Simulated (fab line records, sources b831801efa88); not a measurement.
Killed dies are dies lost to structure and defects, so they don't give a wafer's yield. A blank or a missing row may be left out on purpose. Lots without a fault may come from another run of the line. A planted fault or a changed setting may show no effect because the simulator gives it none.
A sampling plan put to the test | flow sky130 | one fab line, 39 faults that these records tell of, each judged on the records of the lots that it struck
The plan is the line's own looks: the steps of the route at which a gauge or an inspection reads the wafer and doesn't change it. A look can be judged if struck wafers have a number there and the file gives its usual mean and standard deviation on fault-free wafers. Caught: at a look after the fault's first step, the mean of the struck wafers lies 4 or more of those standard deviations (sigma) from the usual mean. On the tool: the same test on the tool's own readings at the fault's steps. Another recipe on the struck wafers, or a record that is blank for them alone, also counts as caught.

THE FAULTS, as the simulator had put them in
1. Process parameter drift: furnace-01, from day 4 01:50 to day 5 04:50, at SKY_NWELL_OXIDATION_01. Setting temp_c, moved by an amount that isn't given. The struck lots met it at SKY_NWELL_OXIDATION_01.
2. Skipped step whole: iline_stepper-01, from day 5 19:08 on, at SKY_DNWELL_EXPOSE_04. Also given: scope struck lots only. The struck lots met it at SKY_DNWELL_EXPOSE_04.
3. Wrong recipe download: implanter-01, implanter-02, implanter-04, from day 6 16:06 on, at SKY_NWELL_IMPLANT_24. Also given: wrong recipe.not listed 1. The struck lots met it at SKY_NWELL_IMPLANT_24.
4. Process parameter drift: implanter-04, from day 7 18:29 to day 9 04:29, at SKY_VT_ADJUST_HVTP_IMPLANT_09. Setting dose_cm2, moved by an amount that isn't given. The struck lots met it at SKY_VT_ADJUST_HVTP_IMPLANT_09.
5. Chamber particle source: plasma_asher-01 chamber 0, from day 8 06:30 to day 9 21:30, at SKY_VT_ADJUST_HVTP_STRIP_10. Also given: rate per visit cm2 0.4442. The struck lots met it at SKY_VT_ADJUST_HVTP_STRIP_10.
6. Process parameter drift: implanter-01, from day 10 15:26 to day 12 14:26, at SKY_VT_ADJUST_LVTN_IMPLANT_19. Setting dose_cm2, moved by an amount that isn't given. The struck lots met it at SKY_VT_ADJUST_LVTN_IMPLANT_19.
7. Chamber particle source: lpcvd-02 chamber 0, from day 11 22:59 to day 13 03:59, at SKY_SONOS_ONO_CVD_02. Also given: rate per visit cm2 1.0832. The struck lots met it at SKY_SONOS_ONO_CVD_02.
8. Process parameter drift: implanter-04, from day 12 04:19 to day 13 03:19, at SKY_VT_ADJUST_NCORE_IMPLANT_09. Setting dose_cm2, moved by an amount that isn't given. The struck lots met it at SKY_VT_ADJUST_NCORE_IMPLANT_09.
9. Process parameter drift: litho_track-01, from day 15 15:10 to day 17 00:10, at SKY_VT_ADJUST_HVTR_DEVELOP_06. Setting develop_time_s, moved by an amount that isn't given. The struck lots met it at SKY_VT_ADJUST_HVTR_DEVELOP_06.
10. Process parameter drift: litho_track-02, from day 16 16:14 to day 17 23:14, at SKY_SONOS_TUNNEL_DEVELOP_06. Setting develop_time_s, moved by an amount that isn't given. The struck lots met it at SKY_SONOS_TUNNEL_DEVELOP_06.
11. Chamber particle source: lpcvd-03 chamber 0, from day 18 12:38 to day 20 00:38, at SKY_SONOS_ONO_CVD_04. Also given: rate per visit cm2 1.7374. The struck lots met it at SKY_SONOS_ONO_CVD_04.
12. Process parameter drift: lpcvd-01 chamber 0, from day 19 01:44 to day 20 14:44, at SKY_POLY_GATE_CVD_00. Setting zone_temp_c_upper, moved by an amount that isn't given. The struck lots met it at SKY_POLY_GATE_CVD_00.
13. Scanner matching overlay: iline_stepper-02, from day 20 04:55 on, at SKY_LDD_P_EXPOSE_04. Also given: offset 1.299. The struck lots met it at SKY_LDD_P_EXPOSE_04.
14. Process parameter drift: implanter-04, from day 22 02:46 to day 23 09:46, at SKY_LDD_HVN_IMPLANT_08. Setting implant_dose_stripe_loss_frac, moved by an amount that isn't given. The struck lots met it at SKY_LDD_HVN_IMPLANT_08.
15. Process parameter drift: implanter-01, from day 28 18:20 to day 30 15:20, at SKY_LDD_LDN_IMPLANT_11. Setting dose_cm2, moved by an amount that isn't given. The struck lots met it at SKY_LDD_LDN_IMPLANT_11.
16. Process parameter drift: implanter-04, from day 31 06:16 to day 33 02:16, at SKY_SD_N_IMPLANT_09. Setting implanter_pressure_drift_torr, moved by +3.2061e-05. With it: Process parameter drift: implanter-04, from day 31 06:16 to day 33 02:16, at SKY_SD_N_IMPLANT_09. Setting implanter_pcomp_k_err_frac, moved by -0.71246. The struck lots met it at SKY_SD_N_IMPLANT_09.
17. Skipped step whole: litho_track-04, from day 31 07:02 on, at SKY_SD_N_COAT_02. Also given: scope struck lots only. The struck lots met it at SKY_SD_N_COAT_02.
18. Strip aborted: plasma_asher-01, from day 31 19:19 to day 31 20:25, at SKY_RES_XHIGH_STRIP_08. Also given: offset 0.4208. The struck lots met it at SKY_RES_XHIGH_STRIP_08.
19. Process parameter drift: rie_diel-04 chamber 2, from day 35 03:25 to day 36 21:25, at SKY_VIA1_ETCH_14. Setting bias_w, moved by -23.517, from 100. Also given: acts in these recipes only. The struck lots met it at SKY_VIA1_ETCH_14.
20. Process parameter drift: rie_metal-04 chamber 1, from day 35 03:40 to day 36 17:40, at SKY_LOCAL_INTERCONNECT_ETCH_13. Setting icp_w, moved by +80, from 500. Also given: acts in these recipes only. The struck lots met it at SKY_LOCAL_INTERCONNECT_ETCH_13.
21. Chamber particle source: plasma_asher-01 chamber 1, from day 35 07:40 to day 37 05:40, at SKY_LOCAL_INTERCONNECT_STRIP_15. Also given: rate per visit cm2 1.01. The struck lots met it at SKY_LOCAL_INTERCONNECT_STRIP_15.
22. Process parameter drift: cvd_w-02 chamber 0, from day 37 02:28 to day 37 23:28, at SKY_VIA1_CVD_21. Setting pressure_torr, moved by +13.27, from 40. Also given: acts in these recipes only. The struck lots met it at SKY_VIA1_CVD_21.
23. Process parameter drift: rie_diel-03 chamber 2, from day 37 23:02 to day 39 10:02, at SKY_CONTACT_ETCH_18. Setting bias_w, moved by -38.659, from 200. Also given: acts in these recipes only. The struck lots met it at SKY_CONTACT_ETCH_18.
24. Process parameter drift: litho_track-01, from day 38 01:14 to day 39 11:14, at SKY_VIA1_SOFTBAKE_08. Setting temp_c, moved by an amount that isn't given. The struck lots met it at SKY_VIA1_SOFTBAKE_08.
25. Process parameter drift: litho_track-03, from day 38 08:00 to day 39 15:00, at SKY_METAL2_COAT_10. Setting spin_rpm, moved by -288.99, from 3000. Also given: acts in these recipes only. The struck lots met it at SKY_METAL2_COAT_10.
26. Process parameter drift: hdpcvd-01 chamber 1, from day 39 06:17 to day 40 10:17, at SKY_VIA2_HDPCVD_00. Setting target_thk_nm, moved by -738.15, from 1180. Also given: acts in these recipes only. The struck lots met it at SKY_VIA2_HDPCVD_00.
27. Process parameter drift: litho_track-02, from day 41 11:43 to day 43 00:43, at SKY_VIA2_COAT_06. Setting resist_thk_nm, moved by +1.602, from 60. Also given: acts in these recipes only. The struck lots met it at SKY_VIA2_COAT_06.
28. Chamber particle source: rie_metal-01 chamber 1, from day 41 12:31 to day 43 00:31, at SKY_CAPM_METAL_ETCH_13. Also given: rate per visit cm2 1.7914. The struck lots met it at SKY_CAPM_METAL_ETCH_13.
29. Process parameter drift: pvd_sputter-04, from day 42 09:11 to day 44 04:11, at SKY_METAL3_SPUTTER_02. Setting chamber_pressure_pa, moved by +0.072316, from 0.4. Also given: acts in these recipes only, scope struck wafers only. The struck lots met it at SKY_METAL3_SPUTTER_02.
30. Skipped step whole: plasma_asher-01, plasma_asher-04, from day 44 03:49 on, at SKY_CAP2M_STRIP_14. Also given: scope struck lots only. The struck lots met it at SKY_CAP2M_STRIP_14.
31. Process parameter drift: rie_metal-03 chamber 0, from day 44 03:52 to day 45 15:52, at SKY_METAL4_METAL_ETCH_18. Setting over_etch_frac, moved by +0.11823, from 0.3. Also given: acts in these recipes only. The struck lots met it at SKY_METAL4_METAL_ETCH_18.
32. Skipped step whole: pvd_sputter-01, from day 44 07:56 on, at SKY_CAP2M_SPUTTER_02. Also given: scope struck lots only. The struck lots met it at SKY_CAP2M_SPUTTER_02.
33. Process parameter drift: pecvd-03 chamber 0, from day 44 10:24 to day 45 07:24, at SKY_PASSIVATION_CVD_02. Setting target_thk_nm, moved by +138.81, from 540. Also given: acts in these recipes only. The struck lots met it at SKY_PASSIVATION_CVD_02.
34. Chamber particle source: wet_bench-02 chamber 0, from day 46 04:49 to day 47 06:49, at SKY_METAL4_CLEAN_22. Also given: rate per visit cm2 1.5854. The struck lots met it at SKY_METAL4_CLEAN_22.
35. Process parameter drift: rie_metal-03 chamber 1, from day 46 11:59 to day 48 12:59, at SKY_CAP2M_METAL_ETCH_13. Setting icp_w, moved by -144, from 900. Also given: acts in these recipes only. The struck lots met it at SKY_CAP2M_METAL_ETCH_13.
36. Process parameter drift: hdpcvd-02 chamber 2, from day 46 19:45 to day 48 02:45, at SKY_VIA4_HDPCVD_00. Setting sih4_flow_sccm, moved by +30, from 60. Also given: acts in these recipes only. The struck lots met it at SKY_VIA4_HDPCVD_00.
37. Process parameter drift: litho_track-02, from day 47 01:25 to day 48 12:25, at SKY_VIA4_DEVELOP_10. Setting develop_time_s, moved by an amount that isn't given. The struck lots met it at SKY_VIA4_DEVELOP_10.
38. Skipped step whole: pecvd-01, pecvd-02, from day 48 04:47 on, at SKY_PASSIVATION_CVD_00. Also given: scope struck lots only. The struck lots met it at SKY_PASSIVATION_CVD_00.
39. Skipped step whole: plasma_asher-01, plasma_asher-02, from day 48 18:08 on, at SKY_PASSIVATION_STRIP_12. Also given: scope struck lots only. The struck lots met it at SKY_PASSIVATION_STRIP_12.

WHAT THE PLAN SAW
fault | on the tool itself                               | first look that catches it                      | reading, sigma             | median hours from its first step to that look | hours from the fault's start to the first struck lot there | judged looks passed uncaught
1     | tube_center_temp_C +99 or beyond sigma           | SKY_NWELL_THK_MEAS_02                           | NWELL_OXIDATION_THK +16    | 1.4                                           | 4                                                          | 0
2     | no reading that can be judged                    | SKY_DNWELL_TW_MEAS_09                           | DNWELL_TW -63              | 9.2                                           | 12                                                         | 0
3     | no reading that can be judged                    | SKY_NWELL_TW_MEAS_26                            | NWELL_2_TW +68             | 0.2                                           | 3                                                          | 0
4     | dose_ions_cm2 +99 or beyond sigma                | SKY_VT_ADJUST_HVTP_TW_MEAS_11                   | VT_ADJUST_HVTP_TW +19      | 0.2                                           | 4                                                          | 0
5     | under 2 sigma                                    | none of the 2 looks that can be judged after it | -                          | -                                             | -                                                          | 2
6     | dose_ions_cm2 +99 or beyond sigma                | SKY_VT_ADJUST_LVTN_TW_MEAS_21                   | VT_ADJUST_LVTN_2_TW +17    | 0.2                                           | 10                                                         | 0
7     | no reading that can be judged                    | not the one look that can be judged after it    | -                          | -                                             | -                                                          | 1
8     | dose_ions_cm2 -99 or beyond sigma                | SKY_VT_ADJUST_NCORE_TW_MEAS_11                  | VT_ADJUST_NCORE_TW -7.5    | 0.2                                           | 11                                                         | 0
9     | no reading that can be judged                    | SKY_VT_ADJUST_HVTR_TW_MEAS_11                   | VT_ADJUST_HVTR_TW -60      | 0.5                                           | 4                                                          | 0
10    | no reading that can be judged                    | SKY_SONOS_TUNNEL_CD_MEAS_07                     | cd_nm -16                  | 0.2                                           | 17                                                         | 0
11    | under 2 sigma                                    | none of the 2 looks that can be judged after it | -                          | -                                             | -                                                          | 2
12    | spike_tc_upper_C -51 sigma                       | SKY_POLY_GATE_THK_MEAS_01                       | POLY_GATE_CVD_00_THK -48   | 1.2                                           | 6                                                          | 0
13    | no reading that can be judged                    | no look after it can be judged                  | -                          | -                                             | -                                                          | 0
14    | no reading that can be judged                    | SKY_LDD_HVN_TW_MEAS_10                          | LDD_HVN_TW -5.4            | 0.2                                           | 21                                                         | 0
15    | dose_ions_cm2 -99 or beyond sigma                | no look after it can be judged                  | -                          | -                                             | -                                                          | 0
16    | end_station_pressure_torr +38 sigma              | SKY_SD_N_RS_MEAS_16                             | SD_N_RS -6.6               | 0.7                                           | 5                                                          | 0
17    | the tool's record is blank for the struck wafers | no look after it can be judged                  | -                          | -                                             | -                                                          | 0
18    | oes_product_au +49 sigma                         | SKY_SD_N_TW_MEAS_12                             | SD_N_TW -99 or beyond      | 28.0                                          | 29                                                         | 0
19    | bias_w -78 sigma                                 | no look after it can be judged                  | -                          | -                                             | -                                                          | 0
20    | rf_fwd_power_W +32 sigma                         | no look after it can be judged                  | -                          | -                                             | -                                                          | 0
21    | under 2 sigma                                    | no look after it can be judged                  | -                          | -                                             | -                                                          | 0
22    | chamber_pressure_Torr +99 or beyond sigma        | SKY_VIA1_RS_MEAS_22                             | VIA1_W_RS -8.3             | 0.1                                           | 3                                                          | 0
23    | bias_w -63 sigma                                 | no look after it can be judged                  | -                          | -                                             | -                                                          | 0
24    | plate_temp_C -32 sigma                           | not the one look that can be judged after it    | -                          | -                                             | -                                                          | 1
25    | spin_speed_rpm -99 or beyond sigma               | no look after it can be judged                  | -                          | -                                             | -                                                          | 0
26    | under 2 sigma                                    | SKY_VIA2_THK_MEAS_01                            | VIA2_HDPCVD_THK -75        | 0.1                                           | 6                                                          | 0
27    | no reading that can be judged                    | no look after it can be judged                  | -                          | -                                             | -                                                          | 0
28    | under 2 sigma                                    | not the one look that can be judged after it    | -                          | -                                             | -                                                          | 1
29    | chamber_pressure_pa +88 sigma                    | no look after it can be judged                  | -                          | -                                             | -                                                          | 0
30    | the tool's record is blank for the struck wafers | no look after it can be judged                  | -                          | -                                             | -                                                          | 0
31    | oes_product_au -7.8 sigma                        | no look after it can be judged                  | -                          | -                                             | -                                                          | 0
32    | the tool's record is blank for the struck wafers | no look after it can be judged                  | -                          | -                                             | -                                                          | 0
33    | under 2 sigma                                    | SKY_PASSIVATION_THK_MEAS_03                     | PASSIVATION_CVD_02_THK +22 | 0.2                                           | 4                                                          | 0
34    | no reading that can be judged                    | no look after it can be judged                  | -                          | -                                             | -                                                          | 0
35    | rf_fwd_power_W -40 sigma                         | no look after it can be judged                  | -                          | -                                             | -                                                          | 0
36    | sih4_flow_sccm +99 or beyond sigma               | SKY_VIA4_THK_MEAS_01                            | VIA4_HDPCVD_THK +55        | 0.2                                           | 9                                                          | 0
37    | no reading that can be judged                    | not the one look that can be judged after it    | -                          | -                                             | -                                                          | 1
38    | the tool's record is blank for the struck wafers | no look after it can be judged                  | -                          | -                                             | -                                                          | 0
39    | the tool's record is blank for the struck wafers | no look after it can be judged                  | -                          | -                                             | -                                                          | 0
A dash: the fault isn't caught, or these records don't give the number.

Caught at a look: 16 of 39. Caught on the tool: 23 of 39. By one or the other: 30 of 39.
Caught on the tool alone: faults 15, 17, 19, 20, 23, 24, 25, 29, 30, 31, 32, 35, 38, 39.
Caught at a look alone: faults 2, 3, 9, 10, 14, 26, 33.
Caught by neither: faults 5, 7, 11, 13, 21, 27, 28, 34, 37.

THINNER SAMPLING
If the look that catches a fault measured only every second or every third lot, by lot number, the first struck lot would be measured this late in the worst case:
fault | struck lots at that look, in order of time | every lot | every second lot | every third lot
1     | L367, L368                                 | 4 h       | 9 h              | may miss all 2
2     | L521, L522                                 | 12 h      | 19 h             | may miss all 2
3     | L330, L331, L332, L333                     | 3 h       | 9 h              | 16 h
4     | L934, L935                                 | 4 h       | 10 h             | may miss all 2
6     | L245, L246                                 | 10 h      | 15 h             | may miss all 2
8     | L443, L444                                 | 11 h      | 22 h             | may miss all 2
9     | L297, L299                                 | 4 h       | may miss all 2   | may miss all 2
10    | L512, L513                                 | 17 h      | 29 h             | may miss all 2
12    | L228                                       | 6 h       | may miss it      | may miss it
14    | L259, L260                                 | 21 h      | 30 h             | may miss all 2
16    | L963, L967                                 | 5 h       | may miss all 2   | may miss all 2
18    | L967                                       | 29 h      | may miss it      | may miss it
22    | L146, L147                                 | 3 h       | 15 h             | may miss all 2
26    | L199, L200                                 | 6 h       | 16 h             | may miss all 2
33    | L131, L133                                 | 4 h       | may miss all 2   | may miss all 2
36    | L410, L411                                 | 9 h       | 11 h             | may miss all 2
Hours are from the fault's start to the first struck lot that is measured. The limit of 4 sigma was tested on all struck wafers together, so one lot alone may lie under it. Other struck lots may not be in these records.

THE LONGEST TIMED WAY FROM STEP TO LOOK
Fault 18: a median of 28.0 hours passes between SKY_RES_XHIGH_STRIP_08 and SKY_SD_N_TW_MEAS_12. No look between them can be judged.
